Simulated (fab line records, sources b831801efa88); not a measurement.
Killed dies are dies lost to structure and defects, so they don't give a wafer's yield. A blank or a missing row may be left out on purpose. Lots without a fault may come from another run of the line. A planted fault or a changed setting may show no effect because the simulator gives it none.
fab line records | flow gf180mcu
record lots=14 wafers=42 last_day=34
route steps=602 shown M3@411 V3@447
lots that met no fault: from a run of the same line without faults
start_h: hours from the record's first day to the start of the lot's first wafer shown | wait_h: hours since the lot's step before | " the same as in the row above | L1.1+2: a row that stands for several wafers | - no value, or no start given | * or withheld: withheld | < > ~ a bound
route shown NAME@n: a module of which the file shows steps, and the number in the route of the first | usual: mean/standard deviation of fault-free wafers | same: alike in all rows | chamber/n: place in a boat | sites: the reading at each site | _std_site: their standard deviation | _edge_site: outer sites' mean less inner sites' | radius_mm: how far each site lies from the wafer's centre | mask NAME#n: copy n | behind: the tool/chamber that last shaped the wafer | hold: why the lot was held/for how many hours/how that ended | device: the transistor (n, p or np) that didn't switch | end of line: the same wafers' tests at the end of the route | a step without rows: its recipe alone | killed: dies lost to structure and defects at the first sort, not the wafer's yield | map: a wafer's dies, x killed, . not, _ none there
set.NAME: the setting as run; set.NAME@STEP: as run at that earlier step | model.NAME: the simulator's own value behind a step, which no gauge read
steps of the route over a sample of lots; a table a step, a row a wafer
services: from which hour (start_h, from the record's first day; less than 0 if before it) a tool's chamber was out of use, for how many hours, and why
## steps
# step GF_M3_SPUTTER_02
# recipe material=AlCu target_thk_nm=450 power_w=10600 time_s=23.9 chamber_pressure_pa=0.4
# usual throttle_valve_pct=30.0/1.2
# columns lot.wafer tool chamber start_h wait_h throttle_valve_pct
L593.3 pvd_sputter-03 - 458.65 0.0 30.9
L593.4 " - " " 30.3
L593.6 " - " " 30.5
L594.3 pvd_sputter-03 - 473.19 0.0 30.7
L594.4 " - " " 29.4
L594.6 " - " " 29.3
L595.1 pvd_sputter-04 - 478.64 0.0 30.0
L595.5 " - " " 28.9
L595.6 " - " " 30.4
L596.1 pvd_sputter-02 - 488.39 0.0 31.6
L596.3 " - " " 31.4
L596.4 " - " " 32.0
L597.1 pvd_sputter-02 - 501.19 0.0 27.8
L597.5 " - " " 32.3
L597.6 " - " " 27.8
L598.3 pvd_sputter-02 - 514.49 0.0 31.5
L598.4 " - " " 28.0
L598.6 " - " " 27.7
L600.3 pvd_sputter-04 - 532.14 0.0 28.9
L600.4 " - " " 29.8
L600.5 " - " " 29.1
L605.1 pvd_sputter-02 - 568.69 0.0 27.8
L605.3 " - " " 32.3
L605.5 " - " " 31.2
L606.1 pvd_sputter-04 - 577.13 0.0 28.8
L606.2 " - " " 30.0
L606.6 " - " " 29.4
L607.1 pvd_sputter-03 - 583.60 0.0 30.5
L607.2 " - " " 29.3
L607.3 " - " " 30.0
L609.1 pvd_sputter-03 - 598.00 0.0 30.4
L609.2 " - " " 29.0
L609.5 " - " " 30.5
L611.1 pvd_sputter-03 - 616.27 0.0 30.3
L611.5 " - " " 28.6
L611.6 " - " " 30.4
L613.1 pvd_sputter-04 - 624.74 0.0 29.2
L613.2 " - " " 30.2
L613.6 " - " " 29.2
L615.2 pvd_sputter-02 - 640.84 0.0 31.7
L615.3 " - " " 27.7
L615.6 " - " " 32.0
# step GF_M3_CD_MEAS_14
# recipe target_cd_nm=280
# usual cd_nm=280.1/1.3
# columns lot.wafer tool chamber start_h wait_h cd_nm
L593.3 cd_sem-02 - 482.35 0.1 278.0
L593.4 " - " " 277.8
L593.6 " - " " 278.4
L594.3 cd_sem-01 - 496.44 0.1 279.2
L594.4 " - " " 278.8
L594.6 " - " " 279.7
L595.1 cd_sem-01 - 502.35 0.1 278.5
L595.5 " - " " 278.1
L595.6 " - " " 280.1
L596.1 cd_sem-01 - 511.66 0.1 281.1
L596.3 " - " " 280.7
L596.4 " - " " 280.2
L597.1 cd_sem-01 - 524.35 0.1 279.3
L597.5 " - " " 280.1
L597.6 " - " " 279.5
L598.3 cd_sem-01 - 537.53 0.1 278.7
L598.4 " - " " 279.5
L598.6 " - " " 279.6
L600.3 cd_sem-01 - 553.75 0.1 281.4
L600.4 " - " " 282.9
L600.5 " - " " 283.4
L605.1 cd_sem-01 - 589.90 0.1 279.6
L605.3 " - " " 280.4
L605.5 " - " " 280.3
L606.1 cd_sem-01 - 598.84 0.1 278.9
L606.2 " - " " 280.1
L606.6 " - " " 279.8
L607.1 cd_sem-02 - 604.69 0.1 281.6
L607.2 " - " " 281.2
L607.3 " - " " 281.9
L609.1 cd_sem-01 - 618.89 0.1 279.3
L609.2 " - " " 279.6
L609.5 " - " " 278.6
L611.1 cd_sem-01 - 636.21 0.1 279.4
L611.5 " - " " 279.8
L611.6 " - " " 279.4
L613.1 cd_sem-01 - 644.60 0.1 282.2
L613.2 " - " " 282.9
L613.6 " - " " 282.6
L615.2 cd_sem-01 - 659.96 0.1 280.2
L615.3 " - " " 280.8
L615.6 " - " " 280.9
# step GF_V3_STRIP_18
# recipe chemistry=O2/N2 power_w=1400 pressure_mtorr=1500 platen_temp_c=250 o2_flow_sccm=3000 n2_flow_sccm=300 overash_fraction=0.5
# usual chamber_pressure_mTorr=1500.0/1.3 drypump_motor_current_A=5.5/0.6 heater_power_w=349/63 oes_product_au=0.592/0.0047
# columns lot.wafer tool chamber start_h wait_h chamber_pressure_mTorr drypump_motor_current_A heater_power_w oes_product_au rf_hours_counter_h
L593.3 plasma_asher-03 0 507.37 - 1499.3 5.6 278 0.594 -
L593.4 " 1 " " 1500.3 5.0 442 0.602 -
L593.6 " 0 " " 1498.3 5.6 281 0.596 -
L594.3 plasma_asher-03 0 522.02 - 1498.8 5.6 275 0.587 -
L594.4 " 1 " " 1501.5 4.9 442 0.591 -
L594.6 " 1 " " 1500.2 4.9 446 0.591 -
L595.1 plasma_asher-02 0 527.95 - 1499.3 6.2 284 0.592 42
L595.5 " 1 " " 1500.1 5.2 387 0.591 -
L595.6 " 0 " " 1500.1 6.2 281 0.594 -
L596.1 plasma_asher-03 0 536.25 - - - - - -
L596.3 " 1 " " - - - - -
L596.4 " 0 " " - - - - -
L597.1 plasma_asher-03 0 549.04 - - - - - -
L597.5 " 1 " " - - - - -
L597.6 " 0 " " - - - - -
L598.3 plasma_asher-03 1 561.52 - 1499.5 4.9 437 0.594 -
L598.4 " 0 " " 1499.4 5.6 280 0.584 -
L598.6 " 1 " " 1499.7 4.9 450 0.592 -
L600.3 plasma_asher-02 0 577.52 - 1502.9 6.2 284 0.591 -
L600.4 " 1 " " 1500.0 5.2 390 0.586 -
L600.5 " 0 " " 1500.6 6.2 276 0.588 -
L605.1 plasma_asher-03 1 611.93 - 1498.3 4.9 455 0.590 19
L605.3 " 0 " " 1498.0 5.6 282 0.598 -
L605.5 " 0 " " 1501.0 5.6 281 0.598 -
L606.1 plasma_asher-02 1 620.04 - 1500.4 5.2 394 0.594 51
L606.2 " 0 " " 1500.6 6.2 277 0.584 51
L606.6 " 1 " " 1500.8 5.2 387 0.590 -
L607.1 plasma_asher-04 1 626.29 - 1501.5 6.4 353 0.587 85
L607.2 " 0 " " 1500.0 4.8 345 0.596 85
L607.3 " 1 " " 1501.9 6.4 348 0.598 -
L609.1 plasma_asher-02 1 640.89 - 1500.3 5.2 391 0.591 52
L609.2 " 0 " " 1500.3 6.3 281 0.596 52
L609.5 " 1 " " 1502.8 5.2 383 0.602 -
L611.1 plasma_asher-03 0 657.69 - 1499.2 5.6 280 0.594 24
L611.5 " 0 " " 1499.8 5.6 280 0.592 -
L611.6 " 1 " " 1500.2 4.9 456 0.590 -
L613.1 plasma_asher-03 1 665.79 - 1498.9 4.9 456 0.590 25
L613.2 " 0 " " 1500.8 5.6 279 0.593 25
L613.6 " 1 " " 1500.3 4.9 454 0.595 -
L615.2 plasma_asher-04 1 680.75 - 1498.4 6.4 354 0.594 91
L615.3 " 1 " " 1499.4 6.4 355 0.589 -
L615.6 " 0 " " 1501.8 4.8 348 0.587 -
# step GF_V3_CVD_23
# recipe material=W target_thk_nm=350 time_s=104.9 temp_c=400 pressure_torr=40
# usual heater_power_w=782/44
# columns lot.wafer tool chamber start_h wait_h heater_power_w
L593.3 cvd_w-02 1 508.10 0.1 805
L593.4 " 0 " " 745
L593.6 " 0 " " 730
L594.3 cvd_w-02 1 522.78 0.1 792
L594.4 " 0 " " 730
L594.6 " 1 " " 801
L595.1 cvd_w-02 0 528.60 0.0 737
L595.5 " 0 " " 716
L595.6 " 1 " " 806
L596.1 cvd_w-02 0 536.89 0.0 730
L596.3 " 1 " " 806
L596.4 " 0 " " 733
L597.1 cvd_w-01 1 549.70 0.0 829
L597.5 " 0 " " 747
L597.6 " 1 " " 819
L598.3 cvd_w-02 1 562.16 0.1 846
L598.4 " 0 " " 729
L598.6 " 0 " " 741
L600.3 cvd_w-02 1 578.16 0.1 818
L600.4 " 0 " " 714
L600.5 " 1 " " 837
L605.1 cvd_w-02 1 612.60 0.0 832
L605.3 " 1 " " 810
L605.5 " 1 " " 806
L606.1 cvd_w-02 1 620.67 0.0 813
L606.2 " 0 " " 741
L606.6 " 0 " " 733
L607.1 cvd_w-01 0 626.92 0.0 780
L607.2 " 1 " " 846
L607.3 " 1 " " 844
L609.1 cvd_w-01 1 641.53 0.0 832
L609.2 " 0 " " 749
L609.5 " 1 " " 822
L611.1 cvd_w-02 1 658.32 0.0 793
L611.5 " 0 " " 739
L611.6 " 1 " " 833
L613.1 cvd_w-01 1 666.43 0.0 814
L613.2 " 0 " " 777
L613.6 " 1 " " 830
L615.2 cvd_w-02 0 681.79 0.0 737
L615.3 " 1 " " 856
L615.6 " 1 " " 832
## services
# columns tool chamber start_h hours kind
cvd_w-01 - 459.14 2.5 repair
pvd_sputter-03 - 494.08 28.4 repair
pvd_sputter-04 - 513.52 12.6 repair
plasma_asher-04 - 526.06 3.6 repair
plasma_asher-02 - 542.58 3.9 repair
cvd_w-02 - 580.45 1.5 repair
plasma_asher-03 - 593.09 0.4 repair
pvd_sputter-02 - 611.47 2.0 repair
plasma_asher-02 - 627.27 12.7 repair
pvd_sputter-03 - 638.29 14.1 repair
plasma_asher-04 - 644.00 4.8 repair
pvd_sputter-02 - 664.30 22.7 repair
cvd_w-01 1 671.35 11.3 repair
## key
first_sign step=GF_V3_STRIP_18 reading=tool_record direction=missing
effect none on later readings
met_at GF_V3_STRIP_18
struck_lots L596,L597
later_rows_left_out L596.1,L596.3,L596.4,L597.1,L597.5,L597.6
sort_left_out L596.1,L596.3,L596.4,L597.1,L597.5,L597.6
not_acting_at GF_M3_SPUTTER_02,GF_M3_CD_MEAS_14,GF_V3_CVD_23
onset_between 522.02 536.25
fault kind=skipped_step_whole tool=plasma_asher-03 chamber=- onset_h=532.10 steps=GF_V3_STRIP_18 scope=struck_lots_only
# sort_left_out: the simulated sort isn't trusted on such a fault, so these wafers' sort isn't shown, and their yield isn't known
# later_rows_left_out: the simulator's readings of these wafers behind a module that went badly wrong aren't trusted and aren't shown, but for the sort
